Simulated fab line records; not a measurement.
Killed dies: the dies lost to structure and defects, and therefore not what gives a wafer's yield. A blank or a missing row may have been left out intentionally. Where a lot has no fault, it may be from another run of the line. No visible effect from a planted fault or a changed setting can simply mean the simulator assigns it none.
fab line records	flow sky130
record: lots: 12	wafers: 36	lastDay: 50
route steps=708 shown CAPM@539 CAP2M@606 METAL5@661 PASSIVATION@693 PAD_OPEN@708
lots that met no fault: taken from a fault-free run of the same line
startH: the number of hours between the record's first day and the start of the first shown wafer of the lot	waitH: how many hours have passed since the lot's step before this one	" as in the row above	L1.1+2: several wafers, shown together as one row	- no value present, or no start provided	* or withheld: withheld	< > ~ a bound
route shown NAME@n: names a module that has steps shown in the file, with the first one's number in the route	usual: mean and standard deviation over wafers with no fault	same: alike in all rows	chamber/n: place in a boat	sites: per-site readings	_std_site: how widely they spread, as a standard deviation	_edge_site: outer sites' mean less inner sites'	radiusMm: for every site, how far away it sits from the centre of the wafer	mask NAME#n: copy n	behind: the tool/chamber that last shaped the wafer	hold: cause of the lot's hold/its duration in hours/its outcome	device: names the non-switching transistor (n, p or np)	end of line: tests of these same wafers at the route's end	a step without rows: its recipe alone	killed: dies lost to structure and defects at the first sort, not the wafer's yield	map: a wafer's dies, marking killed ones x, the rest . and places with no die _
set.NAME: the run value of the setting; set.NAME@STEP: its run value at that earlier step	model.NAME: the simulator's own value behind a step, which no gauge read
route steps across a sampled set of lots; one table per step, one row per wafer
services: when a tool's chamber went out of use (startH, in hours from the record's first day, below 0 if earlier), for how many hours, and the reason
== steps ==
step: SKY_CAPM_SPUTTER_02
recipe: material: TiN	targetThkNm: 200	tempC: 300	powerW: 6500	timeS: 166.7	chamberPressurePa: 0.4
usual: cathodeDcPowerW: 6500.0/1.2	throttleValvePct: 30.6/1
lot.wafer	tool	chamber	startH	waitH	cathodeDcPowerW	throttleValvePct
L325.2	pvdSputter-01	-	842.04	0.0	6502.0	31.3
L325.3	"	-	"	"	6498.8	30.5
L325.5	"	-	"	"	6502.8	30.4
L328.2	pvdSputter-04	-	872.34	0.0	6499.7	29.1
L328.5	"	-	"	"	6500.3	30.6
L328.6	"	-	"	"	6501.5	30.4
L326.2	pvdSputter-03	-	873.68	0.0	6500.3	29.2
L326.3	"	-	"	"	6498.8	30.9
L326.4	"	-	"	"	6502.6	29.6
L327.1	pvdSputter-03	-	874.55	0.1	6499.9	29.1
L327.5	"	-	"	"	6499.5	29.0
L327.6	"	-	"	"	6498.0	29.7
L329.2	pvdSputter-01	-	884.59	0.0	6499.7	32.5
L329.3	"	-	"	"	6499.9	30.4
L329.4	"	-	"	"	6500.8	30.5
L331.2	pvdSputter-03	-	894.37	0.0	6499.3	29.6
L331.4	"	-	"	"	6500.8	30.8
L331.6	"	-	"	"	6500.5	30.9
L333.3	pvdSputter-01	-	909.98	0.0	6501.6	30.6
L333.4	"	-	"	"	6499.4	32.5
L333.5	"	-	"	"	6498.1	30.6
L334.3	pvdSputter-01	-	913.65	0.0	6498.2	32.6
L334.4	"	-	"	"	6500.2	30.5
L334.6	"	-	"	"	6501.9	30.8
L336.1	pvdSputter-04	-	936.68	0.1	6499.2	28.9
L336.3	"	-	"	"	6501.0	31.1
L336.6	"	-	"	"	6500.6	30.9
L337.1	pvdSputter-01	-	939.85	0.1	6498.5	31.2
L337.2	"	-	"	"	6499.6	30.3
L337.6	"	-	"	"	6501.6	30.6
L347.1	pvdSputter-03	-	1022.19	0.1	6500.2	29.2
L347.4	"	-	"	"	6500.2	31.3
L347.5	"	-	"	"	6498.7	30.9
L346.1	pvdSputter-01	-	1023.19	0.1	6499.2	31.5
L346.5	"	-	"	"	6501.3	32.4
L346.6	"	-	"	"	6500.5	31.5
step: SKY_CAP2M_RS_MEAS_03
recipe: thkMeasGauge: four-point-probe	reads: TiN_of_CAP2M_SPUTTER_02
usual: CAP2M_TIN_RS: 6.88/0.053
lot.wafer	tool	chamber	startH	waitH	CAP2M_TIN_RS[ohm/sq]
L325.2	filmMetro-01	-	923.66	0.1	6.80
L325.3	"	-	"	"	6.80
L325.5	"	-	"	"	6.83
L326.2	filmMetro-01	-	951.08	0.1	6.89
L326.3	"	-	"	"	6.87
L326.4	"	-	"	"	6.90
L328.2	filmMetro-01	-	952.81	0.1	6.83
L328.5	"	-	"	"	6.82
L328.6	"	-	"	"	6.85
L327.1	filmMetro-04	-	953.41	0.1	6.88
L327.5	"	-	"	"	6.85
L327.6	"	-	"	"	6.86
L329.2	filmMetro-02	-	963.16	0.1	6.85
L329.3	"	-	"	"	6.89
L329.4	"	-	"	"	6.89
L331.2	filmMetro-04	-	970.99	0.1	6.94
L331.4	"	-	"	"	6.95
L331.6	"	-	"	"	6.97
L333.3	filmMetro-01	-	987.77	0.1	6.86
L333.4	"	-	"	"	6.81
L333.5	"	-	"	"	6.83
L334.3	filmMetro-04	-	989.27	0.1	6.90
L334.4	"	-	"	"	6.83
L334.6	"	-	"	"	6.84
L336.1	filmMetro-01	-	1011.65	0.1	6.90
L336.3	"	-	"	"	6.90
L336.6	"	-	"	"	6.86
L337.1	filmMetro-01	-	1014.61	0.1	6.91
L337.2	"	-	"	"	6.84
L337.6	"	-	"	"	6.85
L347.1	filmMetro-02	-	1089.51	0.1	6.86
L347.4	"	-	"	"	6.87
L347.5	"	-	"	"	6.85
L346.1	filmMetro-01	-	1092.45	0.1	6.92
L346.5	"	-	"	"	6.89
L346.6	"	-	"	"	6.85
step: SKY_METAL5_SPUTTER_00
recipe: material: Ti	targetThkNm: 15	powerW: 3000	timeS: 10	chamberPressurePa: 0.4
usual: cathodeDcPowerW: 3000.0/0.52	throttleValvePct: 30.7/1.1
lot.wafer	tool	chamber	startH	waitH	cathodeDcPowerW	throttleValvePct
L325.2	pvdSputter-02	-	998.49	0.2	2999.8	31.7
L325.3	"	-	"	"	2999.4	30.1
L325.5	"	-	"	"	2999.0	29.2
L326.2	pvdSputter-02	-	1023.92	0.2	2999.8	30.2
L326.3	"	-	"	"	3000.6	29.4
L326.4	"	-	"	"	2999.5	31.9
L328.2	pvdSputter-01	-	1025.97	0.2	3001.0	32.4
L328.5	"	-	"	"	2999.8	30.7
L328.6	"	-	"	"	3000.4	32.7
L327.1	pvdSputter-01	-	1027.28	0.1	3000.1	30.6
L327.5	"	-	"	"	3000.6	31.3
L327.6	"	-	"	"	2999.5	32.5
L329.2	pvdSputter-01	-	1035.95	0.1	2999.2	32.5
L329.3	"	-	"	"	2999.7	30.7
L329.4	"	-	"	"	2999.7	31.4
L331.2	pvdSputter-02	-	1041.93	0.2	3000.3	30.2
L331.4	"	-	"	"	3000.4	32.1
L331.6	"	-	"	"	3000.2	29.5
L333.3	pvdSputter-03	-	1059.25	0.2	2999.9	29.6
L333.4	"	-	"	"	2999.1	29.5
L333.5	"	-	"	"	2999.3	29.3
L334.3	pvdSputter-02	-	1060.20	0.1	2999.0	29.9
L334.4	"	-	"	"	2999.6	31.6
L334.6	"	-	"	"	2999.3	32.0
L336.1	pvdSputter-02	-	1080.89	0.1	3000.5	31.6
L336.3	"	-	"	"	2999.7	31.9
L336.6	"	-	"	"	2999.4	31.7
L337.1	pvdSputter-03	-	1082.09	0.1	2999.1	29.1
L337.2	"	-	"	"	3000.0	29.2
L337.6	"	-	"	"	2999.5	30.8
L347.1	pvdSputter-02	-	1150.22	0.2	2999.8	31.3
L347.4	"	-	"	"	3000.6	30.2
L347.5	"	-	"	"	3000.1	31.6
L346.1	pvdSputter-03	-	1153.54	0.2	3000.1	29.3
L346.5	"	-	"	"	2998.7	29.3
L346.6	"	-	"	"	3000.6	30.8
step: SKY_PASSIVATION_STRIP_12
recipe: chemistry: O2/N2	powerW: 1400	pressureMtorr: 1500	platenTempC: withheld	overashFraction: 0.7	o2FlowSccm: 3000	n2FlowSccm: 300
usual: drypumpMotorCurrentA: 5.8/0.47	oesProductAu: 0.661/0.0044	stripTimeToEndpointS: 31.57/0.12
same: overashFraction: 0.7
lot.wafer	tool	chamber	startH	waitH	drypumpMotorCurrentA	oesProductAu	rfHoursCounterH	stripTimeToEndpointS
L325.2	plasmaAsher-01	0	1044.88	0.1	5.4	0.664	28	31.78
L325.3	"	1	"	"	5.9	0.650	-	31.62
L325.5	"	1	"	"	5.9	0.669	-	31.65
L326.2	plasmaAsher-02	0	1068.61	0.1	5.0	0.663	91	31.39
L326.3	"	0	"	"	5.0	0.663	-	31.57
L326.4	"	1	"	"	6.2	0.657	-	31.52
L328.2	plasmaAsher-03	1	1070.79	0.1	5.9	0.654	0	31.54
L328.5	"	1	"	"	5.9	0.667	-	31.41
L328.6	"	0	"	"	6.5	0.661	-	31.49
L327.1	plasmaAsher-02	1	1073.34	0.1	6.2	0.662	91	31.53
L327.5	"	1	"	"	6.2	0.663	-	31.63
L327.6	"	0	"	"	5.0	0.660	-	31.54
L329.2	plasmaAsher-01	0	1079.84	0.1	5.4	0.665	32	31.65
L329.3	"	1	"	"	5.9	0.663	-	31.50
L329.4	"	0	"	"	5.4	0.663	-	31.58
L331.2	plasmaAsher-01	0	1084.43	0.1	5.4	0.662	33	31.54
L331.4	"	1	"	"	5.9	0.665	-	31.53
L331.6	"	1	"	"	5.9	0.657	-	31.74
L333.3	plasmaAsher-02	1	1102.39	0.1	6.2	0.663	-	31.44
L333.4	"	0	"	"	5.0	0.660	-	31.45
L333.5	"	1	"	"	6.2	0.664	-	31.58
L334.3	plasmaAsher-02	1	1103.69	0.1	6.2	0.656	-	31.62
L334.4	"	0	"	"	5.0	0.659	-	31.44
L334.6	"	0	"	"	5.0	0.657	-	31.60
L336.1	plasmaAsher-03	0	1122.84	0.1	6.5	0.656	6	31.40
L336.3	"	0	"	"	6.5	0.659	-	31.45
L336.6	"	1	"	"	5.9	0.662	-	31.47
L337.1	plasmaAsher-01	0	1124.08	0.1	5.4	0.660	35	31.51
L337.2	"	1	"	"	5.9	0.661	35	31.39
L337.6	"	1	"	"	5.9	0.663	-	31.62
L347.1	plasmaAsher-01	1	1186.28	0.1	5.9	0.661	41	31.52
L347.4	"	1	"	"	5.9	0.663	-	31.49
L347.5	"	1	"	"	5.9	0.664	-	31.63
L346.1	plasmaAsher-01	1	1188.26	0.1	5.9	0.668	41	31.80
L346.5	"	1	"	"	5.9	0.656	-	31.73
L346.6	"	0	"	"	5.4	0.653	-	31.74
step: SKY_PAD_OPEN_PROBE_99
usual: defectLimitedYield: 82.5/2.1	killed_at_M0_to_M3: 43/6.8	killed_at_M4_up: 3.2/1.7	killedAtContacts: 24/5.6	killedAtFrontEnd: 15/4.7	killedAtOther: 0.3/0.59	killedDies: 86/10	killedOpen: 47/6.8	killedShort: 39/6.4	sort_bin_3_pad_short: 0.9/0.42	sort_bin_5_function: 10.5/1.6	sort_bin_6_memory: 6.2/1.1	sortNPass: 406/10	sortYieldPct: 82.5/2.1
same: grossDies: 492	killedAtBackSide: 0	sort_bin_4_leakage[%]: 0	sort_bin_8_speed[%]: 0
lot.wafer	tool	chamber	startH	waitH	defectLimitedYield[%]	killed_at_M0_to_M3	killed_at_M4_up	killedAtContacts	killedAtFrontEnd	killedAtOther	killedDies	killedOpen	killedShort	sort_bin_3_pad_short[%]	sort_bin_5_function[%]	sort_bin_6_memory[%]	sortNPass	sortYieldPct[%]
L327.1	prober-01	-	1096.90	0.1	84.1	36	3	27	12	0	78	41	37	0.6	9.8	5.5	414	84.1
L327.5	prober-01	-	1097.10	0.2	79.9	42	4	28	24	1	99	50	47	1.2	12.4	6.5	393	79.9
L327.6	prober-01	-	1097.15	0.2	81.7	49	1	25	15	0	90	44	46	1.8	12.0	4.5	402	81.7
L334.3	prober-01	-	1125.60	0.2	72.8	36	3	30	14	51	134	44	39	2.2	16.5	8.5	358	72.8
L334.4	prober-01	-	1125.65	0.2	77.2	29	3	30	8	42	112	36	33	3.5	14.0	5.3	380	77.2
L334.6	prober-01	-	1125.75	0.2	77.6	45	3	16	11	35	110	43	30	2.2	13.6	6.5	382	77.6
L337.1	prober-02	-	1145.31	0.1	72.6	37	6	36	8	48	135	44	43	2.0	18.5	6.9	357	72.6
L337.2	prober-02	-	1145.36	0.1	76.4	36	5	22	10	43	116	46	27	1.8	15.4	6.3	376	76.4
L337.6	prober-02	-	1145.56	0.2	79.1	33	3	15	18	34	103	36	33	2.6	11.8	6.5	389	79.1
L347.1	prober-01	-	1204.60	0.1	82.3	43	2	25	17	0	87	46	40	0.4	11.4	5.9	405	82.3
L347.4	prober-01	-	1204.75	0.2	82.9	42	2	24	16	0	84	52	31	0.2	12.0	4.9	408	82.9
L347.5	prober-01	-	1204.80	0.2	82.5	44	3	22	17	0	86	44	42	0.4	10.8	6.3	406	82.5
L346.1	prober-02	-	1206.11	0.1	83.3	39	2	23	18	0	82	51	31	1.6	9.8	5.3	410	83.3
L346.5	prober-02	-	1206.31	0.2	80.1	47	6	26	19	0	98	49	49	1.0	12.0	6.9	394	80.1
L346.6	prober-02	-	1206.36	0.2	80.7	48	1	31	15	0	95	48	47	0.6	12.2	6.5	397	80.7
killed by level:class
L327.1 LI_CONTACT:geometricParticle:open=12 CONTACT:geometricParticle:open=6 METAL2:geometricParticle:short=6 VIA1:geometricParticle:open=6 FIELD_ISO:geometricParticle:short=5 VIA2:geometricParticle:short=4 VIA2:geometricParticle:open=4 VIA3:geometricParticle:open=4
L327.5 VIA1:geometricParticle:open=11 VIA3:geometricParticle:open=8 CONTACT:geometricParticle:open=7 FIELD_ISO:geometricParticle:short=5 LI_CONTACT:geometricParticle:open=5 LI_CONTACT:geometricParticle:short=5 CONTACT:geometricParticle:short=5 POLY_GATE:geometricParticle:short=4
L327.6 LI_CONTACT:geometricParticle:open=10 VIA2:geometricParticle:open=9 METAL3:geometricParticle:short=7 VIA2:geometricParticle:short=6 CONTACT:geometricParticle:short=5 CONTACT:geometricParticle:open=5 VIA1:geometricParticle:open=5 METAL2:geometricParticle:short=5
L334.3 CAPM:unspecified=51 CONTACT:geometricParticle:open=13 VIA1:geometricParticle:open=8 LI_CONTACT:geometricParticle:open=7 LOCAL_INTERCONNECT:geometricParticle:short=6 FIELD_ISO:geometricParticle:open=5 VIA3:geometricParticle:open=4 METAL1:geometricParticle:short=4
L334.4 CAPM:unspecified=42 CONTACT:geometricParticle:open=12 LI_CONTACT:geometricParticle:open=7 VIA1:geometricParticle:open=6 METAL1:geometricParticle:short=5 CONTACT:geometricParticle:short=5 FIELD_ISO:geometricParticle:short=4 VIA1:geometricParticle:short=4
L334.6 CAPM:unspecified=35 VIA1:geometricParticle:open=12 VIA3:geometricParticle:open=10 CONTACT:geometricParticle:open=7 METAL1:geometricParticle:short=5 METAL1:geometricParticle:open=3 POLY_GATE:geometricParticle:short=3 LI_CONTACT:geometricParticle:open=3
L337.1 CAPM:unspecified=48 VIA1:geometricParticle:open=12 CONTACT:geometricParticle:open=12 LOCAL_INTERCONNECT:geometricParticle:short=9 CONTACT:geometricParticle:short=7 VIA3:geometricParticle:open=6 METAL4:geometricParticle:short=5 FIELD_ISO:geometricParticle:open=4
L337.2 CAPM:unspecified=43 VIA3:geometricParticle:open=9 LI_CONTACT:geometricParticle:open=7 CONTACT:geometricParticle:open=7 VIA1:geometricParticle:open=7 VIA2:geometricParticle:open=5 LOCAL_INTERCONNECT:geometricParticle:short=4 METAL4:geometricParticle:short=4
L337.6 CAPM:unspecified=34 FIELD_ISO:geometricParticle:short=6 VIA2:geometricParticle:open=6 FIELD_ISO:geometricParticle:open=5 CONTACT:geometricParticle:open=5 VIA1:geometricParticle:open=4 VIA1:geometricParticle:short=4 VIA3:geometricParticle:open=4
L347.1 VIA1:geometricParticle:open=10 VIA3:geometricParticle:open=8 CONTACT:geometricParticle:short=8 LI_CONTACT:geometricParticle:open=7 CONTACT:geometricParticle:open=7 VIA1:geometricParticle:short=6 FIELD_ISO:geometricParticle:open=5 SPACER:geometricParticle:open=4
L347.4 FIELD_ISO:geometricParticle:open=9 VIA1:geometricParticle:open=9 LI_CONTACT:geometricParticle:open=7 METAL1:geometricParticle:short=7 CONTACT:geometricParticle:open=6 VIA2:geometricParticle:open=6 VIA3:geometricParticle:open=5 FIELD_ISO:geometricParticle:short=4
L347.5 VIA1:geometricParticle:open=14 METAL1:geometricParticle:short=9 LI_CONTACT:geometricParticle:open=7 LOCAL_INTERCONNECT:geometricParticle:short=6 VIA2:geometricParticle:open=6 FIELD_ISO:geometricParticle:short=4 FIELD_ISO:geometricParticle:open=3 POLY_GATE:geometricParticle:short=3
L346.1 VIA1:geometricParticle:open=12 CONTACT:geometricParticle:open=11 LI_CONTACT:geometricParticle:open=7 POLY_GATE:geometricParticle:open=6 METAL2:geometricParticle:short=6 METAL1:geometricParticle:short=5 VIA3:geometricParticle:open=5 POLY_GATE:geometricParticle:short=4
L346.5 FIELD_ISO:geometricParticle:short=10 VIA2:geometricParticle:open=10 CONTACT:geometricParticle:open=9 VIA1:geometricParticle:open=9 LI_CONTACT:geometricParticle:open=8 VIA1:geometricParticle:short=7 METAL3:geometricParticle:short=5 METAL4:geometricParticle:short=5
L346.6 LI_CONTACT:geometricParticle:open=8 VIA1:geometricParticle:open=8 CONTACT:geometricParticle:open=8 METAL2:geometricParticle:short=8 VIA2:geometricParticle:open=8 CONTACT:geometricParticle:short=7 METAL1:geometricParticle:short=7 LOCAL_INTERCONNECT:geometricParticle:short=5
== services ==
tool	chamber	startH	hours	kind
plasmaAsher-03	-	868.46	1.5	repair
plasmaAsher-01	-	887.01	5.1	repair
plasmaAsher-01	-	938.58	1.5	repair
pvdSputter-02	-	961.41	1.0	repair
plasmaAsher-03	-	962.74	0.6	repair
plasmaAsher-01	-	981.27	4.0	pm
plasmaAsher-03	-	986.19	2.8	pm
pvdSputter-04	-	1003.23	9.5	repair
pvdSputter-04	-	1027.26	2.3	repair
pvdSputter-04	-	1042.01	5.0	repair
pvdSputter-03	0	1042.15	-	consumableReplace:kit
pvdSputter-03	0	1042.15	18.0	scheduledDown
pvdSputter-03	0	1042.15	18.0	ventCycle
plasmaAsher-03	-	1045.14	2.0	repair
plasmaAsher-03	-	1055.25	9.0	pm
pvdSputter-03	-	1059.42	3.0	repair
pvdSputter-04	-	1094.98	1.6	repair
plasmaAsher-01	-	1097.46	8.4	repair
pvdSputter-02	-	1108.06	4.8	repair
pvdSputter-03	-	1113.77	1.7	repair
plasmaAsher-02	-	1119.09	2.8	pm
pvdSputter-01	1	1163.71	-	consumableReplace:kit
pvdSputter-01	1	1163.71	18.0	scheduledDown
pvdSputter-01	1	1163.71	18.0	ventCycle
== key ==
firstSign: step: SKY_PAD_OPEN_PROBE_99	reading: killedAtOther	direction: up	sigmas: 42	usual: 0.3	struck: 42.2
effect: step: SKY_PAD_OPEN_PROBE_99	reading: sort_bin_3_pad_short	direction: up	sigmas: 3.7	usual: 0.9	struck: 2.4
metAt SKY_CAPM_SPUTTER_02
struckLots L334,L337
notActingAt SKY_CAP2M_RS_MEAS_03,SKY_METAL5_SPUTTER_00,SKY_PASSIVATION_STRIP_12
onsetBetween 909.98 913.65
fault: kind: chamberParticleSource	tool: pvdSputter-01	chamber: -	onsetH: 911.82	steps: SKY_CAPM_SPUTTER_02	ratePerVisitCm2: 0.67497	endH: 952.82
